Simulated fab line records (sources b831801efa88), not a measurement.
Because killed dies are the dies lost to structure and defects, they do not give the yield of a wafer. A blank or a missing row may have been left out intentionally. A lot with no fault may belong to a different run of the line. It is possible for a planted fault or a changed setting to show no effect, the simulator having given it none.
A lot that was struck, set against a sound lot / flow sky130 / 14 out of 708 route steps
Sound: these wafers, L714.2, L714.3, L714.5. The struck wafers were L720.2, L720.5, L720.6. The cause is given at the end.
At each step with rows: each side's tool, then ch and its chambers, then its first start. Under that, the readings that differ: sound wafers / struck wafers / difference of the means / sigmas: that difference in standard deviations of wafers without a fault.
alike: readings with means less than 2 such deviations apart, plus words and numbers identical on both sides. not compared: withheld readings, readings lacking a value on some wafer, bounds such as >300 that could conceal the same value, and numbers that have no deviation in the record and whose values overlap.
A row with sigmas, a row that says differs or no value, or rows on one side alone: a step with any of these is where the two part. Numbers that have no deviation but don't overlap get no sigmas and don't part them. A reading missing from all wafers of one side parts the sides only when that side holds two or more wafers.

first, 1 step without rows for these wafers: SKY_CAPM_DEVELOP_11 (develop time 60 s).
SKY_CAPM_OVL_MEAS_12:
  struck on overlay-01, day 40 17:45; sound on overlay-02, day 39 23:15
  alike: CAPM_OVL
SKY_CAPM_METAL_ETCH_13: etches TiN in Cl2/BCl3, stops on SiO2, target depth 220 nm, time 62.9 s.
  sound on rie-metal-02 ch 0, day 39 23:17; struck on rie-metal-03 ch 0,1, day 40 17:47
  alike: chamber-pressure-mTorr, drypump-motor-current-A, oes-product-au, throttle-valve-pct
  not compared: rf-hours-counter-h
SKY_CAPM_STRIP_14: strips in O2/N2.
  sound on plasma-asher-01 ch 0,1, day 39 23:22; struck on plasma-asher-01 ch 0,1, day 40 17:52
  alike: chamber-pressure-mTorr, drypump-motor-current-A, oes-product-au, strip-time-to-endpoint-s
  not compared: rf-hours-counter-h
then, 8 steps without rows for these wafers: SKY_CAPM_STRIP_15 (strips in post etch residue remover, time 1200 s); SKY_CAPM_CLEAN_16 (cleans in IPA, time 180 s); SKY_CAPM_CLEAN_17 (cleans in O3/DIW); SKY_METAL3_DEHYDRATE_05 (time 60 s); SKY_METAL3_HMDS_06 (prime time 60 s); SKY_METAL3_COAT_07 (resist thk 60 nm); SKY_METAL3_COAT_08 (resist thk 1140 nm); SKY_METAL3_SOFTBAKE_09 (time 90 s).
SKY_METAL3_EXPOSE_10: exposes mask MM3, target cd 300 nm.
  struck on krf-scanner-02, day 41 06:28; sound on krf-scanner-02 ch 0, day 40 12:43
  no value came back on the struck wafers for exposure-dose-mJ-cm2, focus-offset-nm (nm), na, stage-vel-mm-s (mm/s); on the sound wafers exposure-dose-mJ-cm2 reads 27.912 27.947 27.941
  alike: mask
following that, these wafers have no rows for 1 step: SKY_METAL3_PEB_11.

## WHERE THEY PART
Only at SKY_METAL3_EXPOSE_10, within this record.

WHY: what the simulator had put in
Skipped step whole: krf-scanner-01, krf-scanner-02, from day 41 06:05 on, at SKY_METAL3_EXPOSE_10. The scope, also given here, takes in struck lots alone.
